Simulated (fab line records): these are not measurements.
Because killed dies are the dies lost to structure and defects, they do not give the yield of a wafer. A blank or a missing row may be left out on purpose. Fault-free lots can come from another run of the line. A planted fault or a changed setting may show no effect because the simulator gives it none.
Which of the tools did it? | flow sky130 | 7 lots with 21 wafers sampled at 4 steps, on a route of 708 steps

WHAT THE GAUGES READ, wafer by wafer
SKY_CAPM_THK_MEAS_01.
lot  | measured     | on           | CAPM_CVD_00_THK (nm)
L256 | day 36 07:14 | filmMetro-04 | 15.29 15.54 15.24
L260 | day 37 20:05 | filmMetro-04 | 15.32 15.88 15.64
L264 | day 39 15:56 | filmMetro-04 | 15.13 15.25 15.63
L266 | day 40 10:50 | filmMetro-04 | 15.14 15.61 15.34
L270 | day 41 00:07 | filmMetro-04 | 15.06 12.79 13.03
L276 | day 42 10:07 | filmMetro-01 | 15.64 15.99 16.24
L278 | day 43 01:17 | filmMetro-01 | 15.01 15.78 15.50

TOOL THAT RAN EACH LOT (tool first, then ch and the chambers of the sampled wafers, then the start)
lot  | SKY_VIA2_ETCH_15                  | SKY_METAL3_SPUTTER_04       | SKY_CAPM_CVD_00
L256 | rieDiel-01 ch 1,3, day 36 05:43   | pvdSputter-02, day 36 07:09 | pecvd-04 ch 0,2, day 36 07:12
L260 | rieDiel-03 ch 2,3, day 37 18:33   | pvdSputter-03, day 37 19:59 | pecvd-02 ch 0,1,2, day 37 20:02
L264 | rieDiel-03 ch 1,2,3, day 39 14:23 | pvdSputter-01, day 39 15:52 | pecvd-04 ch 0,1, day 39 15:55
L266 | rieDiel-03 ch 0,2,3, day 40 09:20 | pvdSputter-02, day 40 10:46 | pecvd-04 ch 0,2, day 40 10:49
L270 | rieDiel-01 ch 0,2,3, day 40 22:36 | pvdSputter-02, day 41 00:03 | pecvd-04 ch 0,1, day 41 00:06
L276 | rieDiel-03 ch 1,2,3, day 42 08:36 | pvdSputter-01, day 42 10:02 | pecvd-03 ch 0,2, day 42 10:05
L278 | rieDiel-02 ch 0,1,2, day 42 23:47 | pvdSputter-03, day 43 01:13 | pecvd-03 ch 0,1,2, day 43 01:16
- SKY_VIA2_ETCH_15: etches SiO2 in C4F8/O2/Ar, stops on TiN, target depth 546 nm, time 84 s.
- SKY_METAL3_SPUTTER_04: material TiN, target thk 70 nm, time 58.3 s.
- SKY_CAPM_CVD_00: deposits SiO2, target thk 15.5 nm.

THE ANSWER, worked out from the rows above alone
Rule: what is usual is taken from the lots themselves. The widest of any qualifying gaps counts: lots, ordered by their means at a reading, are off when they make up no more than a third of the lots, leave a main group of 4 or more, and stand apart from it by 3 or more times the standard deviation of that group's means. If all means in a main group match to the digits the tables above print for the reading, that group is not used. Also off: a lot with no number at a reading for which 4 or more lots have one. Where the step has rows for the other lots, those lots are counted as sound.
Off: at SKY_CAPM_THK_MEAS_01 (CAPM_CVD_00_THK), L270. Main group: mean 15.51 nm, sd 0.22.
A tool fits if, at a process step before that reading, it ran every lot that is off, and no sound lot after the first of them. The gauges at SKY_CAPM_THK_MEAS_01 are tried like those tools. Can't be told from this: 4 tools fit, rieDiel-01 at SKY_VIA2_ETCH_15, pvdSputter-02 at SKY_METAL3_SPUTTER_04, pecvd-04 at SKY_CAPM_CVD_00, filmMetro-04 at SKY_CAPM_THK_MEAS_01.

WHAT WAS PUT IN BY THE SIMULATOR
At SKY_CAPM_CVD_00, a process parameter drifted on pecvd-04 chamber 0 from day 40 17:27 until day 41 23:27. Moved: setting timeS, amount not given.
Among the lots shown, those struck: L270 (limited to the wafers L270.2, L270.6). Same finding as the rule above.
